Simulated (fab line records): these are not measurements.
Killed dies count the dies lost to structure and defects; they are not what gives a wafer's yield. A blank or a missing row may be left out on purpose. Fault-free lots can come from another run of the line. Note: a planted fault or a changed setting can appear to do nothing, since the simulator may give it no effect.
Which tool was responsible?	flow gf180mcu	36 wafers sampled from 12 lots at 1 step of a route of 602

WHAT EACH GAUGE READ, for each wafer
GF_V3_OVL_MEAS_15. Usual: for V3_OVL the level is 4 nm and the standard deviation is 5.7.
lot	measured	on	V3_OVL (nm)	flag
L838	day 22 02:41	overlay-02	2 3 0	
L839	day 22 14:04	overlay-01	3 7 2	
L840	day 23 01:22	overlay-01	2 3 11	
L841	day 23 08:08	overlay-02	12 13 10	
L842	day 23 19:56	overlay-01	0 10 3	
L847	day 25 15:41	overlay-02	2 6 19	
L849	day 26 07:08	overlay-01	1 12 -4	
L851	day 26 20:49	overlay-02	2 6 9	
L852	day 27 02:23	overlay-02	10 0 3	
L853	day 27 16:59	overlay-01	12 6 0	
L856	day 28 14:59	overlay-02	4 -1 -1	
L861	day 29 21:38	overlay-02	2 7 -2	

WHICH TOOL RAN EACH LOT (tool, then ch and the chambers of the sampled wafers, then the start)
There is no process step in the record ahead of these readings.

AS READ BY THE TOOLS THEMSELVES (means over the sampled wafers that have a number; for cases with no such wafer, the mark the record gives instead)
The record holds no such reading with a usual standard deviation.

THE ANSWER, worked out from the rows above alone
Rule: lot off if the mean of its wafers having a number is beyond 3 standard deviations from the usual mean. Also off: a lot with no number at a reading for which 4 or more lots have one. Any other lot the step has rows for is counted as sound. After the gauges, taken in route order, come the tools' own readings; for these a lot's mean is taken, as printed above. The first step at which some lot is off is used, and at that step the reading that is off furthest; a lot without a number counts as furthest.
Across all readings shown, no lot is off: no conclusion can be drawn from this.

WHAT HAD BEEN PUT IN BY THE SIMULATOR
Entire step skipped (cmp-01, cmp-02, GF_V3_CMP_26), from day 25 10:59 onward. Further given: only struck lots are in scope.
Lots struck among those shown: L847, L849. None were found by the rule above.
